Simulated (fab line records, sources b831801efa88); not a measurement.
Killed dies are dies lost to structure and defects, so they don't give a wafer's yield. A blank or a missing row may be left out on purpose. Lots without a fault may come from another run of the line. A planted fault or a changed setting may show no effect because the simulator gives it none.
Which tool did it? | flow sfq_line | 14 lots, 41 wafers sampled, at 6 steps of a route of 325

WHAT THE GAUGES READ, wafer by wafer
SFQ_M6_RS_MEAS_938: measures by four-point-probe. Usual: M6_NB_RS 0.894 ohm/sq, standard deviation 0.0075.
lot  | measured     | on            | M6_NB_RS (ohm/sq)                   | flag
L960 | day 72 09:26 | film_metro-02 | 0.901 0.903 0.900                   |
L961 | day 73 15:41 | film_metro-04 | 0.889 0.886 0.890                   |
L962 | day 74 04:44 | film_metro-02 | 0.884 0.881 0.894                   |
L963 | day 75 08:18 | film_metro-02 | 0.901 0.886 0.901                   |
L965 | day 75 17:54 | film_metro-04 | 0.892 0.889 0.886                   |
L966 | day 77 03:29 | film_metro-01 | 0.908 0.899 0.903                   |
L969 | day 77 09:32 | film_metro-04 | 0.876 0.883 0.888                   |
L970 | day 77 11:55 | film_metro-04 | 0.890 0.890 0.885                   |
L971 | day 77 13:07 | film_metro-04 | 0.896 0.883 0.893                   |
L972 | day 77 14:19 | film_metro-01 | 0.888 0.891 0.885                   |
L973 | day 77 16:42 | film_metro-02 | 0.901 0.894 0.899                   |
L977 | day 79 05:39 | film_metro-01 | 0.906 0.899 0.905                   |
L981 | day 79 11:40 | film_metro-01 | 0.671 0.895 0.671 0.892             | OFF
L983 | day 79 14:01 | film_metro-01 | 0.896 0.898 0.669 0.895 0.898 0.668 | OFF

SFQ_M7_OVL_MEAS_945. Usual: M7_OVL 1 nm, standard deviation 5.3.
lot  | measured     | on         | M7_OVL (nm) | flag
L960 | day 77 13:05 | overlay-02 | 1 6 2       |
L961 | day 79 20:22 | overlay-02 | -2 -1 2     |
L962 | day 79 22:47 | overlay-02 | -7 2 1      |
L963 | day 80 13:10 | overlay-01 | 8 8 3       |
L965 | day 80 17:58 | overlay-01 | 0 -2 0      |
L966 | day 81 15:23 | overlay-02 | -3 7 0      |
L969 | day 81 21:25 | overlay-02 | -1 7 1      |
L970 | day 81 22:36 | overlay-02 | -3 -7 -5    |
L971 | day 81 23:48 | overlay-02 | 2 -1 5      |
L972 | day 82 02:12 | overlay-02 | -1 -2 2     |
L973 | day 82 03:24 | overlay-02 | -3 -5 -3    |
L977 | day 84 02:34 | overlay-02 | -1 -4 -9    |
L981 | day 84 08:35 | overlay-02 | 11 3        |
L983 | day 84 12:10 | overlay-02 | 5 13 5      |

SFQ_M8_OVL_MEAS_948. Usual: M8_OVL 2 nm, standard deviation 4.2.
lot  | measured     | on         | M8_OVL (nm) | flag
L960 | day 82 08:12 | overlay-02 | 1 -1 0      |
L961 | day 83 22:49 | overlay-02 | 1 -5 2      |
L962 | day 84 01:14 | overlay-02 | 0 -2 -1     |
L963 | day 84 19:21 | overlay-02 | -2 7 5      |
L965 | day 88 19:04 | overlay-02 | 5 7 10      |
L966 | day 89 13:04 | overlay-01 | 8 -4 4      |
L969 | day 89 19:05 | overlay-02 | 4 9 4       |
L970 | day 89 20:16 | overlay-02 | 3 8 13      |
L971 | day 90 01:04 | overlay-02 | -1 2 9      |
L972 | day 90 04:40 | overlay-02 | 0 6 0       |
L973 | day 90 05:52 | overlay-01 | -1 -3 1     |
L977 | day 91 13:49 | overlay-02 | 7 4 2       |
L981 | day 91 19:50 | overlay-02 | 2 0         |
L983 | day 91 22:13 | overlay-02 | 3 0 5       |

WHICH TOOL RAN EACH LOT (tool, then ch and the chambers of the sampled wafers, then the start)
lot  | SFQ_TRILAYER_R5_DEP_SPUTTER_133 | SFQ_TRILAYER_M6_DEP_SPUTTER_157 | SFQ_TRILAYER_M6_ETCH_METAL_ETCH_162
L960 | pvd_sputter-05, day 65 03:28    | pvd_sputter-03, day 72 09:17    | rie_metal-03 ch 0,1, day 72 12:05
L961 | pvd_sputter-03, day 65 06:26    | pvd_sputter-03, day 73 15:35    | rie_metal-02 ch 0,1, day 73 18:14
L962 | pvd_sputter-04, day 65 15:29    | pvd_sputter-03, day 74 04:35    | rie_metal-01 ch 0,1, day 74 07:15
L963 | pvd_sputter-04, day 66 03:26    | pvd_sputter-06, day 75 08:13    | rie_metal-03 ch 0,1, day 75 11:01
L965 | pvd_sputter-03, day 66 18:29    | pvd_sputter-04, day 75 17:49    | rie_metal-03 ch 0,1, day 75 20:26
L966 | pvd_sputter-03, day 67 21:26    | pvd_sputter-04, day 77 03:23    | rie_metal-03 ch 1, day 77 07:10
L969 | pvd_sputter-05, day 68 00:44    | pvd_sputter-06, day 77 09:23    | rie_metal-03 ch 0,1, day 77 14:24
L970 | pvd_sputter-03, day 68 03:26    | pvd_sputter-03, day 77 11:47    | rie_metal-01 ch 0,1, day 77 15:36
L971 | pvd_sputter-03, day 68 13:26    | pvd_sputter-06, day 77 12:59    | rie_metal-01 ch 0,1, day 77 18:00
L972 | pvd_sputter-05, day 68 15:29    | pvd_sputter-03, day 77 14:11    | rie_metal-03 ch 0,1, day 77 19:12
L973 | pvd_sputter-04, day 68 18:29    | pvd_sputter-04, day 77 16:35    | rie_metal-02 ch 0,1, day 77 21:34
L977 | pvd_sputter-03, day 70 15:22    | pvd_sputter-04, day 79 05:28    | rie_metal-01 ch 0,1, day 80 00:04
L981 | pvd_sputter-05, day 70 22:52    | pvd_sputter-04, day 79 11:32    | rie_metal-02 ch 0,1, day 80 06:08
L983 | pvd_sputter-04, day 71 01:50    | pvd_sputter-04, day 79 13:53    | rie_metal-02 ch 0,1, day 80 08:28
- SFQ_TRILAYER_R5_DEP_SPUTTER_133: material MoNx, target thk 40 nm, time 66.7 s.
- SFQ_TRILAYER_M6_DEP_SPUTTER_157: material Nb, target thk 200 nm, time 133.3 s.
- SFQ_TRILAYER_M6_ETCH_METAL_ETCH_162: etches Nb in Cl2/Ar, stops on SiO2, target depth 240 nm, time 120 s.

WHAT THE TOOLS THEMSELVES READ (means of the sampled wafers that have a number; where no wafer has one, the mark that the record gives instead)
SFQ_TRILAYER_R5_DEP_SPUTTER_133. Usual: throttle_valve_pct 30.4 %, standard deviation 1.
lot  | tool           | throttle_valve_pct (%) | flag
L960 | pvd_sputter-05 | 29.4                   |
L961 | pvd_sputter-03 | 31.3                   |
L962 | pvd_sputter-04 | 30.6                   |
L963 | pvd_sputter-04 | 30.6                   |
L965 | pvd_sputter-03 | 30.3                   |
L966 | pvd_sputter-03 | 30.3                   |
L969 | pvd_sputter-05 | 29.5                   |
L970 | pvd_sputter-03 | 30.7                   |
L971 | pvd_sputter-03 | 30.1                   |
L972 | pvd_sputter-05 | 29.3                   |
L973 | pvd_sputter-04 | 30.9                   |
L977 | pvd_sputter-03 | 31.8                   |
L981 | pvd_sputter-05 | 29.5                   |
L983 | pvd_sputter-04 | 30.6                   |

SFQ_TRILAYER_M6_DEP_SPUTTER_157. Usual: throttle_valve_pct 30.5 %, standard deviation 0.97.
lot  | tool           | throttle_valve_pct (%) | flag
L960 | pvd_sputter-03 | 31.0                   |
L961 | pvd_sputter-03 | 31.7                   |
L962 | pvd_sputter-03 | 31.1                   |
L963 | pvd_sputter-06 | 29.9                   |
L965 | pvd_sputter-04 | 31.2                   |
L966 | pvd_sputter-04 | 30.8                   |
L969 | pvd_sputter-06 | 29.3                   |
L970 | pvd_sputter-03 | 29.8                   |
L971 | pvd_sputter-06 | 29.9                   |
L972 | pvd_sputter-03 | 29.9                   |
L973 | pvd_sputter-04 | 30.9                   |
L977 | pvd_sputter-04 | 30.8                   |
L981 | pvd_sputter-04 | 30.6                   |
L983 | pvd_sputter-04 | 30.3                   |

SFQ_TRILAYER_M6_ETCH_METAL_ETCH_162. Usual: chamber_pressure_mTorr 9.999 mTorr, standard deviation 0.01; drypump_motor_current_A 5.9 A, standard deviation 0.34; he_backside_leak_sccm 3.43 sccm, standard deviation 0.19; oes_product_au 0.892 a.u., standard deviation 0.0066.
lot  | tool         | chamber_pressure_mTorr (mTorr) | drypump_motor_current_A (A) | he_backside_leak_sccm (sccm) | oes_product_au (a.u.) | flag
L960 | rie_metal-03 | 9.999                          | 6.2                         | 3.25                         | 0.889                 |
L961 | rie_metal-02 | 9.997                          | 5.8                         | 3.39                         | 0.897                 |
L962 | rie_metal-01 | 10.001                         | 5.5                         | 3.43                         | 0.899                 |
L963 | rie_metal-03 | 9.998                          | 6.1                         | 3.29                         | 0.890                 |
L965 | rie_metal-03 | 10.009                         | 6.2                         | 3.33                         | 0.897                 |
L966 | rie_metal-03 | 10.001                         | 6.0                         | 3.38                         | 0.884                 |
L969 | rie_metal-03 | 10.001                         | 6.2                         | 3.42                         | 0.900                 |
L970 | rie_metal-01 | 9.992                          | 5.5                         | 3.36                         | 0.898                 |
L971 | rie_metal-01 | 10.000                         | 5.5                         | 3.52                         | 0.898                 |
L972 | rie_metal-03 | 10.008                         | 6.3                         | 3.37                         | 0.897                 |
L973 | rie_metal-02 | 10.004                         | 5.9                         | 3.53                         | 0.890                 |
L977 | rie_metal-01 | 9.998                          | 5.5                         | 3.76                         | 0.887                 |
L981 | rie_metal-02 | 10.000                         | 5.8                         | 3.42                         | 0.938                 | OFF
L983 | rie_metal-02 | 10.001                         | 5.9                         | 3.47                         | 0.929                 | OFF

THE ANSWER, worked out from the rows above alone
Rule: a lot is off if the mean of its wafers that have a number lies more than 3 standard deviations from the usual mean. A lot without any number at a reading at which 4 lots or more have one is off too. The other lots that the step has rows for count as sound. The gauges are gone through in route order, then the tools' own readings, and for those a lot's mean is taken as printed above. The first step at which some lot is off is used, and at that step the reading that is off furthest; a lot without a number counts as furthest.
Off: L981, L983, at SFQ_M6_RS_MEAS_938 (M6_NB_RS).
A tool fits if, at a process step before that reading, it ran every lot that is off, and no sound lot after the first of them. The gauges at SFQ_M6_RS_MEAS_938 aren't tried: what is off there is off at SFQ_TRILAYER_M6_ETCH_METAL_ETCH_162 too, on other tools, and a gauge's error can't cause that. One fits: pvd_sputter-04 at SFQ_TRILAYER_M6_DEP_SPUTTER_157. Its last sound lot is L977 (day 79 05:28), its first lot that is off L981 (day 79 11:32): a fault that began between those two fits.

WHAT THE SIMULATOR HAD PUT IN
Process parameter drift: pvd_sputter-04, from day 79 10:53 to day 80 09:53, at SFQ_TRILAYER_M6_DEP_SPUTTER_157. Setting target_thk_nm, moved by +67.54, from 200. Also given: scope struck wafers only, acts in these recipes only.
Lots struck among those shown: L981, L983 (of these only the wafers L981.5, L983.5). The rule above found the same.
